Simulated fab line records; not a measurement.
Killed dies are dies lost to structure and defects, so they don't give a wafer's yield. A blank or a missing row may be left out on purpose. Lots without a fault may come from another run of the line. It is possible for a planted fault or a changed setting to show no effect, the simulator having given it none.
2 desks, one fault -- flow gf180mcu -- each desk holds nothing but its own numbers, with what lay behind them at the end

== AT THE TOOL OWNER'S DESK: pvd-sputter-03 ==
The tool's own readings at GF_M3_SPUTTER_01 (material TiN, target thk 30 nm, time 25 s): means of the sampled wafers that have a number, for each lot that ran on this tool. The brackets show how far a lot's mean lies from the usual mean; more than 4 standard deviations puts the lot out of limits, marked OUT.
Columns: A = chamber-pressure-pa at GF_M3_SPUTTER_01, usual 0.3999 Pa; B = throttle-valve-pct at GF_M3_SPUTTER_01, usual 30.2 %
lot,first seen here,A,B
L620,day 21 06:24,0.3997,29.7
L622,day 21 15:00,0.3995,29.7
L624,day 22 03:24,0.3991,30.1
L626,day 23 02:41,0.4000,30.0
L627,day 23 09:00,0.4005,30.0
L632,day 25 00:38,0.3999,29.9
L636,day 26 09:00,0.3195 (-99 or more) OUT,34.1
Finding of this desk: L636 out of limits; the first was L636 at day 26 09:00, on chamber-pressure-pa at GF_M3_SPUTTER_01. Within limits: L620, L622, L624, L626, L627, L632.

== FROM THE METROLOGY DESK ==
What the gauges read, lot by lot, whatever tool the lot ran on: means of the sampled wafers that have a number. The brackets show how far a lot's mean lies from the usual mean; more than 4 standard deviations puts the lot out of limits, marked OUT.
Columns: A = V2_CVD_00_THK at GF_V2_THK_MEAS_01, usual 597 nm
lot,first seen here,A
L621,day 20 03:50,597
L620,day 20 04:30,598
L622,day 20 13:06,596
L624,day 21 02:08,604
L625,day 21 08:19,588
L626,day 22 01:53,597
L627,day 22 07:34,609
L628,day 22 14:20,605
L631,day 23 15:21,597
L632,day 24 00:45,601
L635,day 24 22:14,599
L636,day 25 09:34,593
L642,day 27 02:57,591
This desk found nothing out of limits on any of the 13 lots.

== BROUGHT TOGETHER ==
The tool owner's desk had the chance to raise an alarm at day 26 09:00 on L636.
Nothing out of limits was seen by the metrology desk.
The metrology desk holds a record of L636, inside its limits.
On pvd-sputter-03, each named lot ran GF_M3_SPUTTER_01.

== WHAT THE SIMULATOR PUT IN ==
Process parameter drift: pvd-sputter-03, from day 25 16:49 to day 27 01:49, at GF_M3_SPUTTER_01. Setting chamber-pressure-pa, moved by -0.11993, from 0.4. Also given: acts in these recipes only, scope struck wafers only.
Shown lots that were struck: L636.
Hours from the fault's start to each desk's first reading out of limits: the tool owner's desk, 16.
